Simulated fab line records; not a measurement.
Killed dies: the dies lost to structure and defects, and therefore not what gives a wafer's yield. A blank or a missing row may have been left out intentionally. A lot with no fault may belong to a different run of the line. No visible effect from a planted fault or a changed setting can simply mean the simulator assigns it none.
fab line records | flow sky130
record lots=6 | wafers=18 | last-day=49
route steps=708 shown SD_N@344 SD_P@359 PAD_OPEN@708
lots that met no fault: from a run of the same line without faults
start-h: hours from the record's first day to the start of the lot's first wafer shown | wait-h: hours elapsed since this lot's preceding step | " identical to the entry in the row above | L1.1+2: a row that stands for several wafers | - value missing, or start not given | * or withheld: withheld | < > ~ a bound
route shown NAME@n: a module of which the file shows steps, and the number in the route of the first | usual: mean/standard deviation of fault-free wafers | same: alike in all rows | chamber/n: place in a boat | sites: each site's reading | _std_site: standard deviation of those values | _edge_site: the outer-site mean with the inner-site mean subtracted | radius-mm: how far each site lies from the wafer's centre | mask NAME#n: copy n | behind: the most recent tool/chamber to have shaped the wafer | hold: cause of the lot's hold/its duration in hours/its outcome | device: transistor that didn't switch, given as n, p or np | end of line: the same wafers' tests at the end of the route | step lacking rows: just its recipe | killed: count of dies lost to structure and defects at first sort (not the wafer's yield) | map: shows each die of a wafer: x if killed, . if not, _ if none is there
set.NAME: the setting that was run; set.NAME@STEP: the one run at that earlier step | model.NAME: the simulator's own value behind a step, which no gauge read
certain route steps with their lots: each step a table, each wafer a row
services: a tool's chamber out of use, with start hour (start-h, from the record's first day; less than 0 if before it), hours out, and reason
## steps
# step SKY_SD_N_COAT_02
# recipe resist=NOVOLAK | spin-rpm=3000 | resist-thk-nm=1140
# step SKY_SD_N_SOFTBAKE_03
# recipe temp-c=90 | time-s=60 | resist=NOVOLAK
# step SKY_SD_N_EXPOSE_04
# recipe mask-id=NSDM | na=0.6 | source-shape=conventional | sigma-outer=0.6 | polarization=unpolarized | target-cd-nm=380 | dose-mj=141
# step SKY_SD_N_PEB_05
# recipe temp-c=withheld | time-s=* | resist=NOVOLAK
# step SKY_SD_N_DEVELOP_06
# recipe resist=NOVOLAK | developer=TMAH | develop-time-s=60 | dev-temp-c=23
# step SKY_SD_N_CD_MEAS_07
# recipe target-cd-nm=380
# usual cd-nm=380.8/3
lot.wafer | tool      | chamber | start-h | wait-h | cd-nm
L895.4    | cd-sem-02 | -       | 664.82  | 0.1    | 384.3
L895.5    | "         | -       | "       | "      | 384.4
L895.6    | "         | -       | "       | "      | 383.8
L900.1    | cd-sem-02 | -       | 712.28  | 0.1    | 385.9
L900.3    | "         | -       | "       | "      | 386.2
L900.6    | "         | -       | "       | "      | 385.9
L901.2    | cd-sem-02 | -       | 718.92  | 0.1    | 384.4
L901.4    | "         | -       | "       | "      | 383.2
L901.5    | "         | -       | "       | "      | 385.8
L910.4    | cd-sem-01 | -       | 780.49  | 0.1    | 381.6
L910.5    | "         | -       | "       | "      | 379.9
L910.6    | "         | -       | "       | "      | 383.1
L911.3    | cd-sem-01 | -       | 785.84  | 0.1    | 379.1
L911.5    | "         | -       | "       | "      | 381.0
L911.6    | "         | -       | "       | "      | 379.4
L912.3    | cd-sem-02 | -       | 790.37  | 0.1    | 377.0
L912.4    | "         | -       | "       | "      | 377.7
L912.6    | "         | -       | "       | "      | 375.5
# step SKY_SD_N_OVL_MEAS_08
# usual SD_N_OVL=0.2/1.4
lot.wafer | tool       | chamber | start-h | wait-h | SD_N_OVL[nm]
L895.4    | overlay-01 | -       | 664.90  | 0.1    | -0.3
L895.5    | "          | -       | "       | "      | 0.4
L895.6    | "          | -       | "       | "      | 0.4
L900.1    | overlay-01 | -       | 712.40  | 0.1    | 2.1
L900.3    | "          | -       | "       | "      | 2.2
L900.6    | "          | -       | "       | "      | 1.9
L901.2    | overlay-01 | -       | 719.03  | 0.1    | 1.9
L901.4    | "          | -       | "       | "      | 0.4
L901.5    | "          | -       | "       | "      | 1.6
L910.4    | overlay-02 | -       | 780.57  | 0.1    | -1.3
L910.5    | "          | -       | "       | "      | -0.2
L910.6    | "          | -       | "       | "      | 0.7
L911.3    | overlay-01 | -       | 785.93  | 0.1    | 0.2
L911.5    | "          | -       | "       | "      | 2.5
L911.6    | "          | -       | "       | "      | 2.1
L912.3    | overlay-02 | -       | 790.47  | 0.1    | -1.0
L912.4    | "          | -       | "       | "      | -0.8
L912.6    | "          | -       | "       | "      | -0.2
# step SKY_SD_N_IMPLANT_09
# recipe species=As | energy-kev=50 | dose-cm2=4e+15 | tilt-deg=0
# step SKY_SD_N_IMPLANT_10
# recipe species=P | energy-kev=20 | dose-cm2=1e+14 | tilt-deg=0
# step SKY_SD_N_STRIP_11
# recipe chemistry=O2/N2 | power-w=1400 | pressure-mtorr=1500 | platen-temp-c=withheld | o2-flow-sccm=3000 | n2-flow-sccm=300 | overash-fraction=0.5
# usual drypump-motor-current-A=5.7/0.45 | n2-flow-sccm=300.0/0.79 | oes-product-au=0.527/0.005 | strip-time-to-endpoint-s=22.56/0.05
lot.wafer | tool            | chamber | start-h | wait-h | drypump-motor-current-A | n2-flow-sccm | oes-product-au | rf-hours-counter-h | strip-time-to-endpoint-s
L895.4    | plasma-asher-03 | 1       | 665.25  | 0.1    | 5.8                     | 300.5        | 0.524          | -                  | 22.50
L895.5    | "               | 0       | "       | "      | 4.9                     | 300.0        | 0.526          | -                  | 22.51
L895.6    | "               | 1       | "       | "      | 5.8                     | 300.5        | 0.528          | -                  | 22.48
L900.1    | plasma-asher-02 | 1       | 712.74  | 0.1    | 5.4                     | 301.4        | 0.519          | 28                 | 22.47
L900.3    | "               | 1       | "       | "      | 5.4                     | 299.7        | 0.532          | -                  | 22.46
L900.6    | "               | 0       | "       | "      | 6.2                     | 300.4        | 0.519          | -                  | 22.47
L901.2    | plasma-asher-03 | 1       | 719.36  | 0.1    | 5.8                     | 299.4        | 0.527          | 86                 | 22.58
L901.4    | "               | 0       | "       | "      | 5.0                     | 301.1        | 0.527          | -                  | 22.61
L901.5    | "               | 0       | "       | "      | 5.0                     | 301.0        | 0.528          | -                  | 22.57
L910.4    | plasma-asher-03 | 1       | 780.92  | 0.1    | 5.9                     | 299.6        | 0.517          | -                  | 22.45
L910.5    | "               | 1       | "       | "      | 5.8                     | 299.3        | 0.520          | -                  | 22.48
L910.6    | "               | 0       | "       | "      | 5.0                     | 299.2        | 0.528          | -                  | 22.42
L911.3    | plasma-asher-02 | 1       | 786.29  | 0.1    | 5.4                     | 300.1        | 0.531          | -                  | 22.60
L911.5    | "               | 0       | "       | "      | 6.2                     | 300.4        | 0.527          | -                  | 22.61
L911.6    | "               | 1       | "       | "      | 5.4                     | 300.7        | 0.539          | -                  | 22.62
L912.3    | plasma-asher-01 | 0       | 790.82  | 0.1    | 5.7                     | 300.5        | 0.530          | -                  | 22.58
L912.4    | "               | 1       | "       | "      | 6.1                     | 299.2        | 0.527          | -                  | 22.54
L912.6    | "               | 1       | "       | "      | 6.1                     | 299.9        | 0.520          | -                  | 22.54
# step SKY_SD_N_TW_MEAS_12
# usual SD_N_TW=3980/24
lot.wafer | tool          | chamber | start-h | wait-h | SD_N_TW
L895.4    | film-metro-02 | -       | 665.35  | 0.1    | 3999
L895.5    | "             | -       | "       | "      | 4012
L895.6    | "             | -       | "       | "      | 3988
L900.1    | film-metro-02 | -       | 712.84  | 0.1    | 3973
L900.3    | "             | -       | "       | "      | 3957
L900.6    | "             | -       | "       | "      | 3964
L901.2    | film-metro-02 | -       | 719.47  | 0.1    | 3968
L901.4    | "             | -       | "       | "      | 3965
L901.5    | "             | -       | "       | "      | 3943
L910.4    | film-metro-02 | -       | 781.02  | 0.1    | 3966
L910.5    | "             | -       | "       | "      | 3984
L910.6    | "             | -       | "       | "      | 3972
L911.3    | film-metro-02 | -       | 786.38  | 0.1    | 3957
L911.5    | "             | -       | "       | "      | 3961
L911.6    | "             | -       | "       | "      | 3964
L912.3    | film-metro-04 | -       | 790.91  | 0.1    | 4009
L912.4    | "             | -       | "       | "      | 4006
L912.6    | "             | -       | "       | "      | 4005
# step SKY_SD_N_CLEAN_13
# recipe chemistry=SC1/SC2 | mix=1:4:20 | temp-c=70 | time-s=150 | dry=n2-spin
# step SKY_SD_N_RTA_14
# recipe temp-c=1075 | time-s=2 | idle-temp-c=650 | ramp-up-c-per-s=150 | ramp-down-c-per-s=90 | ambient=N2
# usual lamp-power-pct=15.73/0.047 | wafer_temp_C_max=1078.3/1.4
lot.wafer | tool          | chamber | start-h | wait-h | lamp-power-pct | wafer_temp_C_max
L895.4    | rtp-anneal-02 | 0       | 665.46  | 0.0    | 15.67          | 1076.8
L895.5    | "             | 0       | "       | "      | 15.74          | 1076.9
L895.6    | "             | 0       | "       | "      | 15.79          | 1077.9
L900.1    | rtp-anneal-01 | 0       | 713.00  | 0.0    | 15.78          | 1076.5
L900.3    | "             | 0       | "       | "      | 15.76          | 1078.1
L900.6    | "             | 0       | "       | "      | 15.71          | 1079.9
L901.2    | rtp-anneal-02 | 0       | 719.58  | 0.0    | 15.60          | 1078.5
L901.4    | "             | 0       | "       | "      | 15.69          | 1078.1
L901.5    | "             | 0       | "       | "      | 15.76          | 1078.0
L910.4    | rtp-anneal-01 | 0       | 781.14  | 0.0    | 16.46          | 1103.2
L910.5    | "             | 0       | "       | "      | 16.41          | 1105.7
L910.6    | "             | 0       | "       | "      | 16.30          | 1101.7
L911.3    | rtp-anneal-02 | 0       | 786.49  | 0.0    | 15.73          | 1079.6
L911.5    | "             | 0       | "       | "      | 15.78          | 1078.3
L911.6    | "             | 0       | "       | "      | 15.67          | 1078.3
L912.3    | rtp-anneal-01 | 0       | 791.02  | 0.0    | 16.39          | 1102.5
L912.4    | "             | 0       | "       | "      | 16.33          | 1106.0
L912.6    | "             | 0       | "       | "      | 16.41          | 1100.9
# step SKY_SD_N_RS_MEAS_16
# recipe thk-meas-gauge=four-point-probe
# usual SD_N_RS=68.50/0.14
lot.wafer | tool          | chamber | start-h | wait-h | hold                     | SD_N_RS[ohm/sq]
L895.4    | film-metro-04 | -       | 665.67  | 0.1    | -                        | 68.63
L895.5    | "             | -       | "       | "      | -                        | 68.80
L895.6    | "             | -       | "       | "      | -                        | 68.91
L900.1    | film-metro-01 | -       | 713.17  | 0.1    | -                        | 68.50
L900.3    | "             | -       | "       | "      | -                        | 68.41
L900.6    | "             | -       | "       | "      | -                        | 68.59
L901.2    | film-metro-04 | -       | 719.76  | 0.1    | -                        | 68.75
L901.4    | "             | -       | "       | "      | -                        | 68.58
L901.5    | "             | -       | "       | "      | -                        | 68.49
L910.4    | film-metro-04 | -       | 781.35  | 0.1    | await-dispo/0.2h/release | 64.07
L910.5    | "             | -       | "       | "      | await-dispo/0.2h/release | 64.07
L910.6    | "             | -       | "       | "      | await-dispo/0.2h/release | 63.92
L910.4    | film-metro-04 | -       | 781.71  | 0.3    | -                        | 64.10
L910.5    | "             | -       | "       | "      | -                        | 64.06
L910.6    | "             | -       | "       | "      | -                        | 63.99
L911.3    | film-metro-04 | -       | 786.69  | 0.1    | -                        | 68.61
L911.5    | "             | -       | "       | "      | -                        | 68.69
L911.6    | "             | -       | "       | "      | -                        | 68.62
L912.3    | film-metro-02 | -       | 791.21  | 0.1    | await-dispo/0.2h/release | 63.71
L912.4    | "             | -       | "       | "      | await-dispo/0.2h/release | 63.79
L912.6    | "             | -       | "       | "      | await-dispo/0.2h/release | 63.69
L912.3    | film-metro-02 | -       | 791.57  | 0.3    | -                        | 63.74
L912.4    | "             | -       | "       | "      | -                        | 63.74
L912.6    | "             | -       | "       | "      | -                        | 63.61
# step SKY_SD_N_RS_MEAS_17
# recipe thk-meas-gauge=four-point-probe
# usual SD_P_RS=147.0/0.43
lot.wafer | tool          | chamber | start-h | wait-h | hold                     | SD_P_RS[ohm/sq]
L895.4    | film-metro-04 | -       | 665.79  | 0.1    | -                        | 147.1
L895.5    | "             | -       | "       | "      | -                        | 147.4
L895.6    | "             | -       | "       | "      | -                        | 147.8
L900.1    | film-metro-01 | -       | 713.29  | 0.1    | -                        | 146.6
L900.3    | "             | -       | "       | "      | -                        | 146.5
L900.6    | "             | -       | "       | "      | -                        | 146.7
L901.2    | film-metro-04 | -       | 719.88  | 0.1    | -                        | 147.6
L901.4    | "             | -       | "       | "      | -                        | 147.0
L901.5    | "             | -       | "       | "      | -                        | 147.1
L910.4    | film-metro-04 | -       | 784.59  | 2.9    | await-dispo/0.2h/release | 126.2
L910.5    | "             | -       | "       | "      | await-dispo/0.2h/release | 126.3
L910.6    | "             | -       | "       | "      | await-dispo/0.2h/release | 125.9
L910.4    | film-metro-04 | -       | 784.88  | 0.3    | -                        | 126.3
L910.5    | "             | -       | "       | "      | -                        | 126.0
L910.6    | "             | -       | "       | "      | -                        | 126.0
L911.3    | film-metro-04 | -       | 786.81  | 0.1    | -                        | 147.4
L911.5    | "             | -       | "       | "      | -                        | 146.9
L911.6    | "             | -       | "       | "      | -                        | 147.3
L912.3    | film-metro-02 | -       | 799.01  | 7.4    | await-dispo/0.2h/release | 125.4
L912.4    | "             | -       | "       | "      | await-dispo/0.2h/release | 125.4
L912.6    | "             | -       | "       | "      | await-dispo/0.2h/release | 124.9
L912.3    | film-metro-02 | -       | 799.30  | 0.3    | -                        | 125.3
L912.4    | "             | -       | "       | "      | -                        | 125.3
L912.6    | "             | -       | "       | "      | -                        | 124.6
# step SKY_PAD_OPEN_PROBE_99
# usual defect-limited-yield=82.5/1.9 | killed_at_M0_to_M3=43/6.8 | killed_at_M4_up=3.2/1.8 | killed-at-contacts=24/6.2 | killed-at-front-end=15/4.7 | killed-at-other=0.4/0.63 | killed-dies=86/9.6 | killed-on-rim=17/3.9 | killed-open=47/6.9 | killed-short=39/6.3 | sort_bin_3_pad_short=0.9/0.46 | sort_bin_5_function=10.5/1.5 | sort_bin_6_memory=6.1/1.1 | sort-n-pass=406/9.6 | sort-yield-pct=82.5/1.9
# same gross-dies=492 | killed-at-back-side=0 | sort_bin_4_leakage[%]=0 | sort_bin_8_speed[%]=0
lot.wafer | tool      | chamber | start-h | wait-h | defect-limited-yield[%] | killed_at_M0_to_M3 | killed_at_M4_up | killed-at-contacts | killed-at-front-end | killed-at-other | killed-dies | killed-on-rim | killed-open | killed-short | sort_bin_3_pad_short[%] | sort_bin_5_function[%] | sort_bin_6_memory[%] | sort-n-pass | sort-yield-pct[%]
L901.2    | prober-02 | -       | 1120.68 | 0.1    | 81.3                    | 53                 | 8               | 19                 | 11                  | 1               | 92          | 17            | 44          | 47           | 1.6                     | 10.8                   | 6.3                  | 400         | 81.3
L901.4    | prober-02 | -       | 1120.78 | 0.2    | 80.3                    | 38                 | 5               | 36                 | 18                  | 0               | 97          | 15            | 58          | 39           | 0.4                     | 11.0                   | 8.3                  | 395         | 80.3
L901.5    | prober-02 | -       | 1120.83 | 0.2    | 81.1                    | 44                 | 3               | 24                 | 20                  | 2               | 93          | 12            | 44          | 48           | 1.2                     | 11.6                   | 6.1                  | 399         | 81.1
# killed by level:class
L901.2 VIA1:geometric-particle:open=13 VIA3:geometric-particle:open=9 VIA1:geometric-particle:short=8 METAL4:geometric-particle:short=6 CONTACT:geometric-particle:open=6 VIA3:geometric-particle:short=5 METAL2:geometric-particle:short=4 LI_CONTACT:geometric-particle:open=4
L901.4 CONTACT:geometric-particle:open=13 LI_CONTACT:geometric-particle:open=10 VIA1:geometric-particle:open=9 VIA1:geometric-particle:short=6 FIELD_ISO:geometric-particle:open=5 POLY_GATE:geometric-particle:open=5 CONTACT:geometric-particle:short=5 LOCAL_INTERCONNECT:geometric-particle:short=4
L901.5 VIA1:geometric-particle:open=11 VIA3:geometric-particle:open=8 CONTACT:geometric-particle:open=7 VIA1:geometric-particle:short=6 FIELD_ISO:geometric-particle:short=5 POLY_GATE:geometric-particle:short=5 LI_CONTACT:geometric-particle:short=5 METAL1:geometric-particle:short=5
## services
tool            | chamber | start-h | hours | kind
plasma-asher-02 | -       | 680.76  | 4.3   | pm
plasma-asher-03 | -       | 711.82  | 4.6   | repair
plasma-asher-01 | -       | 733.75  | 9.0   | pm
plasma-asher-01 | 0       | 733.75  | 9.0   | vent-cycle
plasma-asher-01 | 1       | 733.75  | 9.0   | vent-cycle
plasma-asher-01 | 0       | 742.75  | -     | clean
plasma-asher-01 | 1       | 742.75  | -     | clean
## key
first-sign step=SKY_SD_N_RTA_14 | reading=wafer_temp_C_max | direction=up | sigmas=18 | usual=* | struck=*
effect step=SKY_SD_N_RTA_14 | reading=lamp-power-pct | direction=up | sigmas=14 | usual=15.73 | struck=16.39
effect step=SKY_SD_N_RS_MEAS_16 | reading=visit | direction=added
effect step=SKY_SD_N_RS_MEAS_16 | reading=SD_N_RS | direction=down | sigmas=32 | usual=68.50 | struck=63.87
effect step=SKY_SD_N_RS_MEAS_17 | reading=visit | direction=added
effect step=SKY_SD_N_RS_MEAS_17 | reading=SD_P_RS | direction=down | sigmas=49 | usual=147.0 | struck=125.7
met-at SKY_SD_N_RTA_14
struck-wafers L910.4,L910.5,L910.6,L912.3,L912.4,L912.6
scrapped-behind SKY_SD_N_RS_MEAS_17 L910.4,L910.5,L910.6,L912.3,L912.4,L912.6
onset-between 713.00 781.14
fault kind=process-parameter-drift | tool=rtp-anneal-01 | chamber=- | onset-h=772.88 | steps=SKY_SD_N_RTA_14 | channel=temp-c | offset=* | shape=step | end-h=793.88 | acts-in=* | stated=*
